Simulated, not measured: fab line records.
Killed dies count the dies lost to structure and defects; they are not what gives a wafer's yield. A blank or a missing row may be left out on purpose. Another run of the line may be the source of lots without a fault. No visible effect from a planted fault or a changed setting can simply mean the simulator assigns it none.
What tool caused it? || flow gf180mcu || 35 wafers from 12 lots sampled at 4 of the route's 602 steps

WHAT EACH GAUGE READ, for each wafer
GF_M1_RS_MEAS_05: measures by four-point-probe. Usual: M1_ALCU_RS 0.0696 ohm/sq, standard deviation 0.00095.
{"lot": "L503", "measured": "day 16 01:16", "on": "film_metro-04", "M1_ALCU_RS (ohm/sq)": "0.0692 0.0691 0.0698", "flag": ""}
{"lot": "L504", "measured": "day 16 11:58", "on": "film_metro-04", "M1_ALCU_RS (ohm/sq)": "0.0698 0.0698 0.0702", "flag": ""}
{"lot": "L505", "measured": "day 16 19:26", "on": "film_metro-04", "M1_ALCU_RS (ohm/sq)": "0.0690 0.0699 0.0698", "flag": ""}
{"lot": "L507", "measured": "day 17 10:42", "on": "film_metro-01", "M1_ALCU_RS (ohm/sq)": "0.0692 0.0690 0.0688", "flag": ""}
{"lot": "L510", "measured": "day 18 12:50", "on": "film_metro-02", "M1_ALCU_RS (ohm/sq)": "0.0686 0.0687 0.0696", "flag": ""}
{"lot": "L511", "measured": "day 18 21:53", "on": "film_metro-04", "M1_ALCU_RS (ohm/sq)": "0.0696 0.0703 0.0699", "flag": ""}
{"lot": "L513", "measured": "day 19 17:04", "on": "film_metro-02", "M1_ALCU_RS (ohm/sq)": "0.0697 0.0687 0.0714", "flag": ""}
{"lot": "L517", "measured": "day 21 02:56", "on": "film_metro-02", "M1_ALCU_RS (ohm/sq)": "0.0813 0.0700", "flag": "OFF"}
{"lot": "L523", "measured": "day 23 08:10", "on": "film_metro-02", "M1_ALCU_RS (ohm/sq)": "0.0680 0.0677 0.0695", "flag": ""}
{"lot": "L524", "measured": "day 23 21:51", "on": "film_metro-01", "M1_ALCU_RS (ohm/sq)": "0.0692 0.0701 0.0701", "flag": ""}
{"lot": "L526", "measured": "day 24 08:18", "on": "film_metro-02", "M1_ALCU_RS (ohm/sq)": "0.0690 0.0689 0.0691", "flag": ""}
{"lot": "L525", "measured": "day 24 09:13", "on": "film_metro-01", "M1_ALCU_RS (ohm/sq)": "0.0684 0.0691 0.0696", "flag": ""}

GF_M1_THK_MEAS_06: measures by xrf. Usual: M1_ALCU_THK 448 nm, standard deviation 6.5.
{"lot": "L503", "measured": "day 16 01:23", "on": "film_metro-04", "M1_ALCU_THK (nm)": "448 446 444", "flag": ""}
{"lot": "L504", "measured": "day 16 12:05", "on": "film_metro-04", "M1_ALCU_THK (nm)": "444 443 441", "flag": ""}
{"lot": "L505", "measured": "day 16 19:34", "on": "film_metro-04", "M1_ALCU_THK (nm)": "449 442 443", "flag": ""}
{"lot": "L507", "measured": "day 17 10:49", "on": "film_metro-01", "M1_ALCU_THK (nm)": "449 450 456", "flag": ""}
{"lot": "L510", "measured": "day 18 12:58", "on": "film_metro-02", "M1_ALCU_THK (nm)": "456 459 450", "flag": ""}
{"lot": "L511", "measured": "day 18 21:59", "on": "film_metro-04", "M1_ALCU_THK (nm)": "444 443 443", "flag": ""}
{"lot": "L513", "measured": "day 19 17:10", "on": "film_metro-02", "M1_ALCU_THK (nm)": "448 456 438", "flag": ""}
{"lot": "L517", "measured": "day 21 03:03", "on": "film_metro-02", "M1_ALCU_THK (nm)": "386 449", "flag": "OFF"}
{"lot": "L523", "measured": "day 23 08:17", "on": "film_metro-02", "M1_ALCU_THK (nm)": "459 459 451", "flag": ""}
{"lot": "L524", "measured": "day 23 21:58", "on": "film_metro-01", "M1_ALCU_THK (nm)": "451 445 444", "flag": ""}
{"lot": "L526", "measured": "day 24 08:25", "on": "film_metro-02", "M1_ALCU_THK (nm)": "451 455 449", "flag": ""}
{"lot": "L525", "measured": "day 24 09:19", "on": "film_metro-01", "M1_ALCU_THK (nm)": "459 454 451", "flag": ""}

GF_V3_OVL_MEAS_15. Usual: V3_OVL -3 nm, standard deviation 6.2.
{"lot": "L503", "measured": "day 22 05:08", "on": "overlay-01", "V3_OVL (nm)": "3 -3 -1", "flag": ""}
{"lot": "L504", "measured": "day 22 17:11", "on": "overlay-01", "V3_OVL (nm)": "-4 -5 -5", "flag": ""}
{"lot": "L505", "measured": "day 23 00:34", "on": "overlay-01", "V3_OVL (nm)": "-10 4 0", "flag": ""}
{"lot": "L507", "measured": "day 23 14:38", "on": "overlay-02", "V3_OVL (nm)": "-4 2 2", "flag": ""}
{"lot": "L510", "measured": "day 24 15:51", "on": "overlay-02", "V3_OVL (nm)": "-2 -6 -10", "flag": ""}
{"lot": "L511", "measured": "day 25 03:10", "on": "overlay-02", "V3_OVL (nm)": "-4 4 9", "flag": ""}
{"lot": "L513", "measured": "day 25 18:43", "on": "overlay-01", "V3_OVL (nm)": "-2 2 2", "flag": ""}
{"lot": "L517", "measured": "day 27 00:07", "on": "overlay-02", "V3_OVL (nm)": "-6 2", "flag": ""}
{"lot": "L523", "measured": "day 28 21:32", "on": "overlay-02", "V3_OVL (nm)": "-3 -3 4", "flag": ""}
{"lot": "L524", "measured": "day 29 07:58", "on": "overlay-02", "V3_OVL (nm)": "2 -9 7", "flag": ""}
{"lot": "L526", "measured": "day 29 18:13", "on": "overlay-02", "V3_OVL (nm)": "-6 -6 11", "flag": ""}
{"lot": "L525", "measured": "day 29 21:27", "on": "overlay-02", "V3_OVL (nm)": "6 9 3", "flag": ""}

EACH LOT AND THE TOOL THAT RAN IT (in order: tool; ch and the chambers of the sampled wafers; start)
{"lot": "L503", "GF_M1_SPUTTER_02": "pvd_sputter-02, day 16 01:11"}
{"lot": "L504", "GF_M1_SPUTTER_02": "pvd_sputter-04, day 16 11:53"}
{"lot": "L505", "GF_M1_SPUTTER_02": "pvd_sputter-03, day 16 19:21"}
{"lot": "L507", "GF_M1_SPUTTER_02": "pvd_sputter-04, day 17 10:37"}
{"lot": "L510", "GF_M1_SPUTTER_02": "pvd_sputter-04, day 18 12:45"}
{"lot": "L511", "GF_M1_SPUTTER_02": "pvd_sputter-02, day 18 21:46"}
{"lot": "L513", "GF_M1_SPUTTER_02": "pvd_sputter-03, day 19 16:57"}
{"lot": "L517", "GF_M1_SPUTTER_02": "pvd_sputter-03, day 21 02:50"}
{"lot": "L523", "GF_M1_SPUTTER_02": "pvd_sputter-02, day 23 08:04"}
{"lot": "L524", "GF_M1_SPUTTER_02": "pvd_sputter-02, day 23 21:46"}
{"lot": "L526", "GF_M1_SPUTTER_02": "pvd_sputter-03, day 24 08:13"}
{"lot": "L525", "GF_M1_SPUTTER_02": "pvd_sputter-03, day 24 09:05"}
- GF_M1_SPUTTER_02: material AlCu, target thk 450 nm, time 23.9 s.

AS READ BY THE TOOLS THEMSELVES (means over the sampled wafers that have a number; for cases with no such wafer, the mark the record gives instead)
GF_M1_SPUTTER_02. Usual: cathode_dc_power_W 10600 W, standard deviation 1.7; throttle_valve_pct 29.9 %, standard deviation 1.1.
{"lot": "L503", "tool": "pvd_sputter-02", "cathode_dc_power_W (W)": 10599, "throttle_valve_pct (%)": 30.3, "flag": ""}
{"lot": "L504", "tool": "pvd_sputter-04", "cathode_dc_power_W (W)": 10600, "throttle_valve_pct (%)": 29.6, "flag": ""}
{"lot": "L505", "tool": "pvd_sputter-03", "cathode_dc_power_W (W)": 10600, "throttle_valve_pct (%)": 29.8, "flag": ""}
{"lot": "L507", "tool": "pvd_sputter-04", "cathode_dc_power_W (W)": 10599, "throttle_valve_pct (%)": 30.3, "flag": ""}
{"lot": "L510", "tool": "pvd_sputter-04", "cathode_dc_power_W (W)": 10598, "throttle_valve_pct (%)": 29.5, "flag": ""}
{"lot": "L511", "tool": "pvd_sputter-02", "cathode_dc_power_W (W)": 10601, "throttle_valve_pct (%)": 29.4, "flag": ""}
{"lot": "L513", "tool": "pvd_sputter-03", "cathode_dc_power_W (W)": 10599, "throttle_valve_pct (%)": 30.4, "flag": ""}
{"lot": "L517", "tool": "pvd_sputter-03", "cathode_dc_power_W (W)": 10601, "throttle_valve_pct (%)": 28.8, "flag": ""}
{"lot": "L523", "tool": "pvd_sputter-02", "cathode_dc_power_W (W)": 10599, "throttle_valve_pct (%)": 30.2, "flag": ""}
{"lot": "L524", "tool": "pvd_sputter-02", "cathode_dc_power_W (W)": 10599, "throttle_valve_pct (%)": 29.3, "flag": ""}
{"lot": "L526", "tool": "pvd_sputter-03", "cathode_dc_power_W (W)": 10599, "throttle_valve_pct (%)": 29.3, "flag": ""}
{"lot": "L525", "tool": "pvd_sputter-03", "cathode_dc_power_W (W)": 10600, "throttle_valve_pct (%)": 30.0, "flag": ""}

THE ANSWER, worked out from the rows above alone
Rule: a lot counts as off when the mean over its wafers that have a number is more than 3 standard deviations away from the usual mean. A lot without any number at a reading at which 4 lots or more have one is off too. Where the step has rows for the other lots, those lots are counted as sound. First the gauges in route order, then the tools' own readings, where a lot's mean is used as printed above. At the first step where some lot is off, the reading lying furthest off is the one used; lots without a number count as furthest.
Off: L517, at GF_M1_RS_MEAS_05 (M1_ALCU_RS).
If a tool, at a process step before that reading, ran all the lots that are off and no sound lot after the first of them, it fits. The gauges at GF_M1_RS_MEAS_05 are tried like those tools. No candidate that was tried fits.

WHAT HAD BEEN PUT IN BY THE SIMULATOR
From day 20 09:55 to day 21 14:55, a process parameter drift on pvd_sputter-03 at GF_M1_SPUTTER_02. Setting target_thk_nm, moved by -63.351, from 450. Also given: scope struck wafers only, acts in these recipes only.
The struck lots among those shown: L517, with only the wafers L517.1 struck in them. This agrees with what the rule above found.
